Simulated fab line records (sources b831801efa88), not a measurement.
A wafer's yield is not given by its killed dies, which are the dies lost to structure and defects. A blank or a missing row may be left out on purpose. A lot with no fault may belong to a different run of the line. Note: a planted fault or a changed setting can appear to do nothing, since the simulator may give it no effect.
Tool commonality check / flow gf180mcu / Sample size 13 lots and 39 wafers

WHY THIS WAS OPENED
Of 13 lots, 1 have the reading VT_IMPLANT_TW flagged at GF_VT_IMPLANT_TW_MEAS_10. Wafers without a fault read 556, standard deviation 8.3.
Rule: a lot is flagged when every wafer of it that has a number lies more than 4 standard deviations from that mean, or none has a number. As for the other lots, they are considered sound.

lot=L741; measured=day 6 02:35; on=film metro-01; VT_IMPLANT_TW, wafer by wafer=556 561 555; flag=
lot=L742; measured=day 6 10:11; on=film metro-01; VT_IMPLANT_TW, wafer by wafer=556 556 558; flag=
lot=L743; measured=day 6 13:14; on=film metro-01; VT_IMPLANT_TW, wafer by wafer=562 561 556; flag=
lot=L744; measured=day 6 16:49; on=film metro-02; VT_IMPLANT_TW, wafer by wafer=551 549 547; flag=
lot=L745; measured=day 6 17:58; on=film metro-02; VT_IMPLANT_TW, wafer by wafer=551 548 550; flag=
lot=L748; measured=day 7 19:08; on=film metro-01; VT_IMPLANT_TW, wafer by wafer=559 557 556; flag=
lot=L749; measured=day 7 22:23; on=film metro-02; VT_IMPLANT_TW, wafer by wafer=548 552 548; flag=
lot=L750; measured=day 8 04:14; on=film metro-01; VT_IMPLANT_TW, wafer by wafer=558 557 559; flag=
lot=L751; measured=day 8 11:08; on=film metro-01; VT_IMPLANT_TW, wafer by wafer=558 558 558; flag=
lot=L752; measured=day 8 18:14; on=film metro-04; VT_IMPLANT_TW, wafer by wafer=562 566 565; flag=
lot=L758; measured=day 10 07:35; on=film metro-02; VT_IMPLANT_TW, wafer by wafer=29 30 30; flag=FLAGGED
lot=L762; measured=day 11 07:15; on=film metro-02; VT_IMPLANT_TW, wafer by wafer=549 549 549; flag=
lot=L763; measured=day 11 14:38; on=film metro-04; VT_IMPLANT_TW, wafer by wafer=565 566 568; flag=
The numbers of the flagged lots are 30 on average: -526 against the usual, or -63 standard deviations.

WHICH TOOL EACH LOT WENT THROUGH
The record keeps 1 process step preceding the reading, out of 602 steps on the route. Read each cell as the tool, then ch plus the chambers that the sampled wafers visited, then the start.
lot=L741; flag=; GF_VT_IMPLANT_EXPOSE_04=iline stepper-01 ch 0, day 5 19:37
lot=L742; flag=; GF_VT_IMPLANT_EXPOSE_04=iline stepper-02 ch 0, day 6 02:35
lot=L743; flag=; GF_VT_IMPLANT_EXPOSE_04=iline stepper-02 ch 0, day 6 05:59
lot=L744; flag=; GF_VT_IMPLANT_EXPOSE_04=iline stepper-02 ch 0, day 6 09:05
lot=L745; flag=; GF_VT_IMPLANT_EXPOSE_04=iline stepper-02 ch 0, day 6 10:34
lot=L748; flag=; GF_VT_IMPLANT_EXPOSE_04=iline stepper-01 ch 0, day 7 10:58
lot=L749; flag=; GF_VT_IMPLANT_EXPOSE_04=iline stepper-01 ch 0, day 7 14:27
lot=L750; flag=; GF_VT_IMPLANT_EXPOSE_04=iline stepper-02 ch 0, day 7 20:17
lot=L751; flag=; GF_VT_IMPLANT_EXPOSE_04=iline stepper-01 ch 0, day 8 02:34
lot=L752; flag=; GF_VT_IMPLANT_EXPOSE_04=iline stepper-01 ch 0, day 8 10:24
lot=L758; flag=FLAGGED; GF_VT_IMPLANT_EXPOSE_04=iline stepper-02 ch 0, day 9 23:05
lot=L762; flag=; GF_VT_IMPLANT_EXPOSE_04=iline stepper-01 ch 0, day 10 22:24
lot=L763; flag=; GF_VT_IMPLANT_EXPOSE_04=iline stepper-02 ch 0, day 11 04:46
What the steps here do:
- GF_VT_IMPLANT_EXPOSE_04: exposes mask LVPWELL LV AREA, target cd 600 nm.
- GF_VT_IMPLANT_TW_MEAS_10

FLAGGED AGAINST TOTAL, ONE TOOL AT A TIME (gauges that did the reading follow at the end)
step=GF_VT_IMPLANT_EXPOSE_04; tool=iline stepper-01; lots run=6; flagged=0; share of the flagged lots=none; sound lots run after its first flagged lot=-
step=GF_VT_IMPLANT_EXPOSE_04; tool=iline stepper-02; lots run=7; flagged=1; share of the flagged lots=all; sound lots run after its first flagged lot=1 (L763)
step=GF_VT_IMPLANT_TW_MEAS_10; tool=film metro-01; lots run=6; flagged=0; share of the flagged lots=none; sound lots run after its first flagged lot=-
step=GF_VT_IMPLANT_TW_MEAS_10; tool=film metro-02; lots run=5; flagged=1; share of the flagged lots=all; sound lots run after its first flagged lot=1 (L762)
step=GF_VT_IMPLANT_TW_MEAS_10; tool=film metro-04; lots run=2; flagged=0; share of the flagged lots=none; sound lots run after its first flagged lot=-

WHAT THE TABLE ALLOWS
Rows of the table that ran all the flagged lots, 2 in number: iline stepper-02 at GF_VT_IMPLANT_EXPOSE_04; film metro-02 at GF_VT_IMPLANT_TW_MEAS_10.
- iline stepper-02 at GF_VT_IMPLANT_EXPOSE_04: 1 of its 7 lots flagged. After the first flagged lot (L763), sound lots still ran on it; a lasting fault on the whole tool would not permit that.
- film metro-02 at GF_VT_IMPLANT_TW_MEAS_10: 1 of its 5 lots flagged. After the first flagged lot (L762), sound lots still ran on it; a lasting fault on the whole tool would not permit that.
Not one row of the table ran every flagged lot while running no sound lot after the first.

WHAT THE SIMULATOR HAD INSERTED
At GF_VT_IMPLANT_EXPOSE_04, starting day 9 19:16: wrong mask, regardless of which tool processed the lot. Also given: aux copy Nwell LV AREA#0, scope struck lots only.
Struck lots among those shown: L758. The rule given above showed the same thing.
